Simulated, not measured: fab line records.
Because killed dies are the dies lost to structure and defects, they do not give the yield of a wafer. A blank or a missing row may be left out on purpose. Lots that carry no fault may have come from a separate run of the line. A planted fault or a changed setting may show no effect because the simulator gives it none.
A struck lot beside a sound one | flow gf180mcu | 43 steps out of a route of 602
Sound: the wafers L987.2, L987.4, L987.5. Struck: wafers L981.2, L981.6 (left out: L981.1, a lot-mate that was not struck); the cause follows at the end.
At each step with rows: each side's tool, then ch and its chambers, then its first start. Under that, the readings that differ: sound wafers | struck wafers | difference of the means | sigmas: that difference in standard deviations of wafers without a fault.
alike: same words and numbers on both sides, and readings whose means sit less than 2 such deviations apart. not compared: any withheld reading, any reading some wafer has no value for, any bound like >300 that may hide the same value, and any number with overlapping values for which the record gives no deviation.
Wherever a step has rows on one side only, a row that says differs or no value, or a row with sigmas, the two part there. When numbers do not overlap yet have no deviation, they are printed without sigmas and do not part them. A reading missing from all wafers of one side parts the sides only when that side holds two or more wafers.

first, 2 steps without rows for these wafers: GF_V2_STRIP_19 (strips in post etch residue remover, time 1200 s); GF_V2_CLEAN_20 (cleans in DIW).
GF_V2_SPUTTER_21: material Ti, target thk 15 nm, time 80.02 s.
  sound on pvd-sputter-01 at day 25 19:07; struck on pvd-sputter-02 at day 23 13:56
  alike: throttle-valve-pct
then, 1 step without rows for these wafers: GF_V2_SPUTTER_22 (material TiN, target thk 10 nm, time 40 s).
GF_V2_CVD_23: deposits W, target thk 350 nm, time 104.94 s.
  sound on cvd-w-02 ch 0,1, day 25 19:13; struck on cvd-w-01 ch 0, day 23 14:02
  alike: heater-power-w
GF_V2_RS_MEAS_24: the measuring method here is four-point-probe.
  sound on film-metro-04 at day 25 19:22; struck on film-metro-03 at day 23 14:08
  alike: V2_W_RS
GF_V2_THK_MEAS_25: measures by xrf.
  sound on film-metro-04 at day 25 19:28; struck on film-metro-03 at day 23 14:16
  alike: V2_W_THK
then, 2 steps without rows for these wafers: GF_V2_CMP_26 (polishes, stops on SiO2, t overpolish 15 s, target thk 0 nm); GF_M3_SPUTTER_00 (material Ti, target thk 37.5 nm, time 150 s).
GF_M3_SPUTTER_01: material TiN, target thk 30 nm, time 25 s.
  sound on pvd-sputter-01 at day 25 19:55; struck on pvd-sputter-03 at day 23 14:43
  reading                | sound          | struck    | difference | sigmas
  throttle-valve-pct (%) | 30.4 28.0 30.7 | 31.9 32.0 | +2.2       | +2
then, 2 steps without rows for these wafers: GF_M3_SPUTTER_02 (material AlCu, target thk 450 nm, time 23.9 s); GF_M3_SPUTTER_03 (material Ti, target thk 10 nm, time 6.7 s).
GF_M3_SPUTTER_04: material TiN, target thk 50 nm, time 41.7 s.
  sound on pvd-sputter-01 at day 25 20:00; struck on pvd-sputter-03 at day 23 14:48
  reading                                | sound             | struck      | difference | sigmas
  throttle-valve-pct (%)                 | 30.6 27.9 30.5    | 32.2 32.2   | +2.5       | +2
  model.TiN_of_M3_SPUTTER_04.thk-nm (nm) | 49.66 50.43 50.01 | 44.45 44.63 | -5.49      |
GF_M3_RS_MEAS_05: the measuring method here is four-point-probe.
  sound on film-metro-04 at day 25 20:04; struck on film-metro-04 at day 23 14:50
  alike: M3_ALCU_RS
GF_M3_THK_MEAS_06: measures by xrf.
  sound on film-metro-04 at day 25 20:10; struck on film-metro-04 at day 23 14:58
  alike: M3_ALCU_THK
then, 7 steps without rows for these wafers: GF_M3_DEHYDRATE_07 (time 60 s); GF_M3_HMDS_08 (prime time 60 s); GF_M3_COAT_09 (resist thk 1000 nm); GF_M3_SOFTBAKE_10 (time 60 s); GF_M3_EXPOSE_11 (exposes mask Metal3, target cd 280 nm); GF_M3_PEB_12 (peb time 90 s); GF_M3_DEVELOP_13 (develop time 60 s).
GF_M3_CD_MEAS_14: the cd target is 280 nm.
  sound on cd-sem-01 at day 26 16:47; struck on cd-sem-01 at day 24 13:26
  alike: cd-nm
GF_M3_OVL_MEAS_15:
  sound on overlay-01 at day 26 16:54; struck on overlay-01 at day 24 13:34
  alike: M3_OVL
GF_M3_METAL_ETCH_16: etches the open film in Cl2/BCl3, stops on SiO2, target depth 627.5 nm, time 104.6 s.
  sound on rie-metal-02 ch 0,1, day 26 16:56; struck on rie-metal-03 ch 0,1, day 24 13:36
  reading               | sound             | struck      | difference | sigmas
  bcl3-flow-sccm (sccm) | 39.74 40.09 39.75 | 40.19 40.03 | +0.25      | +2
  alike: chamber-pressure-mTorr, drypump-motor-current-A, mfc-cl2-sccm, oes-product-au, throttle-valve-pct
  not compared: rf-hours-counter-h
GF_M3_STRIP_17: strips in O2/N2.
  sound on plasma-asher-02 ch 0,1, day 26 17:02; struck on plasma-asher-02 ch 0,1, day 24 13:43
  alike: chamber-pressure-mTorr, drypump-motor-current-A, heater-power-w, oes-product-au, strip-time-to-endpoint-s
  not compared: rf-hours-counter-h
then, 3 steps without rows for these wafers: GF_M3_STRIP_18 (strips in post etch residue remover, time 1200 s); GF_M3_CLEAN_19 (cleans in DIW); GF_V3_CVD_00 (deposits SiO2, target thk 600 nm, time 100 s).
GF_V3_THK_MEAS_01:
  sound on film-metro-01 at day 26 17:42; struck on film-metro-01 at day 24 14:20
  alike: V3_CVD_00_THK
then, 1 step without rows for these wafers: GF_V3_CVD_02 (deposits SiO2 from TEOS, target thk 850 nm, time 94.851 s).
GF_V3_THK_MEAS_03:
  sound on film-metro-03 at day 26 17:50; struck on film-metro-02 at day 24 14:28
  alike: V3_CVD_02_THK
then, 1 step without rows for these wafers: GF_V3_CMP_04 (polishes SiO2).
GF_V3_BOW_MEAS_05:
  sound on film-metro-03 at day 26 18:25; struck on film-metro-02 at day 24 14:59
  alike: V3_BOW
then, 8 steps without rows for these wafers: GF_V3_DEHYDRATE_06 (time 60 s); GF_V3_HMDS_07 (prime time 60 s); GF_V3_COAT_08; GF_V3_COAT_09 (resist thk 1000 nm); GF_V3_SOFTBAKE_10 (time 60 s); GF_V3_EXPOSE_11 (exposes mask Via3, target cd 260 nm); GF_V3_PEB_12 (peb time 90 s); GF_V3_DEVELOP_13 (develop time 60 s).
GF_V3_STRIP_19: strips in post etch residue remover, time 1200 s.
  sound on wet-bench-01 ch 1, day 27 14:47; struck on wet-bench-01 ch 2, day 25 13:10
  reading                                | sound             | struck      | difference | sigmas
  model.TiN_of_M3_SPUTTER_04.thk-nm (nm) | 48.83 49.59 49.18 | 43.61 43.79 | -5.50      |
  alike: bath-guard-temp-C

== WHERE THEY PART ==
Earliest at GF_M3_SPUTTER_01; latest, in this record, at GF_M3_METAL_ETCH_16. Later steps at which nothing parts them and some readings are alike: GF_M3_STRIP_17, GF_V3_THK_MEAS_01, GF_V3_THK_MEAS_03, GF_V3_BOW_MEAS_05, GF_V3_STRIP_19.

WHY: whatever the simulator had introduced
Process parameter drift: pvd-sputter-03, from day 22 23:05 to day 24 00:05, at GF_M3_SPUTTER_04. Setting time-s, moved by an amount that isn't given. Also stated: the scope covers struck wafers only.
